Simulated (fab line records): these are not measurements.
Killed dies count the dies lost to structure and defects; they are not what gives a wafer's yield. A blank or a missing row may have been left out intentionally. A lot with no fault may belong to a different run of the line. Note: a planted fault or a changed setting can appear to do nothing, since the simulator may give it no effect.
Comparing a struck lot with a sound one	flow sky130	16 out of 708 route steps
Sound: these wafers, L664.4, L664.5, L664.6. Struck: wafers L654.4, L654.5. (L654.6 of the same lot was not struck and is left out.) The cause comes at the end.
At each step with rows: each side's tool, then ch and its chambers, then its first start. Under that, the readings that differ: sound wafers	struck wafers	difference of the means	sigmas: that difference in standard deviations of wafers without a fault.
alike: same words and numbers on both sides, and readings whose means sit less than 2 such deviations apart. not compared: any withheld reading, any reading some wafer has no value for, any bound like >300 that may hide the same value, and any number with overlapping values for which the record gives no deviation.
The two part at a step that has a row with sigmas, a row that says differs or no value, or rows on one side only. When numbers do not overlap yet have no deviation, they are printed without sigmas and do not part them. A reading missing from all wafers of one side parts the sides only when that side holds two or more wafers.

first, 8 steps without rows for these wafers: SKY_METAL1_DEHYDRATE_07 (time 60 s); SKY_METAL1_HMDS_08 (prime time 60 s); SKY_METAL1_COAT_09 (resist thk 60 nm); SKY_METAL1_COAT_10 (resist thk 450 nm); SKY_METAL1_SOFTBAKE_11 (time 90 s); SKY_METAL1_EXPOSE_12 (exposes mask MM1, target cd 140 nm); SKY_METAL1_PEB_13; SKY_METAL1_DEVELOP_14 (develop time 60 s).
SKY_METAL1_CD_MEAS_15 targets a cd of 140 nm.
  sound on cdSem-02 at day 38 06:50; struck on cdSem-01 at day 35 02:08
  alike: cdNm
SKY_METAL1_OVL_MEAS_16:
  sound on overlay-02 at day 38 06:56; struck on overlay-01 at day 35 02:13
reading	sound	struck	difference	sigmas
METAL1_OVL (nm)	5 13 9	-9 -9	-18	-3
SKY_METAL1_DESCUM_17: chemistry O2, time 8 s.
  sound on rieMetal-03 ch 0,1, day 38 06:58; struck on rieMetal-03 ch 0,1, day 35 02:14
  alike: drypumpMotorCurrentA, oesProductAu
  not compared: rfHoursCounterH
SKY_METAL1_ETCH_18: etches BARC in N2/H2, stops on SiO2, time 45.9 s, target depth 60 nm.
  sound on rieMetal-03 ch 0,1, day 38 07:00; struck on rieMetal-03 ch 0,1, day 35 02:17
  alike: drypumpMotorCurrentA, oesProductAu, throttleValvePct
  not compared: rfHoursCounterH
SKY_METAL1_METAL_ETCH_19: etches the open film in Cl2/BCl3, stops on SiO2, target depth 360 nm, time 78 s.
  sound on rieMetal-03 ch 0,1, day 38 07:04; struck on rieMetal-03 ch 0,1, day 35 02:21
reading	sound	struck	difference	sigmas
oesProductAu (a.u.)	0.859 0.859 0.849	0.767 0.773	-0.086	-14
overEtchFrac	0.3 0.3 0.3	0.59238 0.59238	+0.29238	
model.KrF-thick_of_METAL1_COAT_10.thkNm (nm)	163.1 155.9 162.2	109.3 103	-54.2	
model.METAL1.cdNm (nm)	141.6 138.5 140.9	133.2 133	-7.2	
model.SiO2_of_CONTACT_HDPCVD_02.thkNm (nm)	327.2 325.4 325.4	324.7 323.6	-1.9	
  alike: drypumpMotorCurrentA, throttleValvePct
  not compared: rfHoursCounterH
SKY_METAL1_STRIP_20: strips in O2/N2.
  sound on plasmaAsher-02 ch 0,1, day 38 07:10; struck on plasmaAsher-04 ch 0, day 35 02:26
reading	sound	struck	difference	sigmas
oesProductAu (a.u.)	0.345 0.342 0.340	0.329 0.317	-0.019	-4
stripTimeToEndpointS (s)	2.76 2.66 2.72	2.15 2.07	-0.60	-10
  alike: drypumpMotorCurrentA
  not compared: rfHoursCounterH
then, 1 step without rows for these wafers: SKY_METAL1_STRIP_21 (strips in post etch residue remover, time 1200 s).
-- the record jumps here: 12 days lie between the struck wafers' starts before and after (it left off in module METAL1 and takes up again in module PAD_OPEN, whose first step shown is number 708 of the route) --
SKY_PAD_OPEN_PROBE_99:
  sound on prober-02 at day 49 21:38; struck on prober-01 at day 47 12:02
  alike: defectLimitedYield, killed_at_M0_to_M3, killed_at_M4_up, killedAtContacts, killedAtFrontEnd, killedAtOther, killedDies, killedOpen, killedShort, sort_bin_3_pad_short, sort_bin_5_function, sort_bin_6_memory, sortNPass, sortYieldPct
  not compared: model.etest.met1.widthNm, model.etest.met1.lineOhmUm

WHERE THEY PART
Last at SKY_METAL1_STRIP_20 as far as this record goes, first at SKY_METAL1_OVL_MEAS_16. Later steps at which nothing parts them and some readings are alike: SKY_PAD_OPEN_PROBE_99.

WHY: what had been put in by the simulator
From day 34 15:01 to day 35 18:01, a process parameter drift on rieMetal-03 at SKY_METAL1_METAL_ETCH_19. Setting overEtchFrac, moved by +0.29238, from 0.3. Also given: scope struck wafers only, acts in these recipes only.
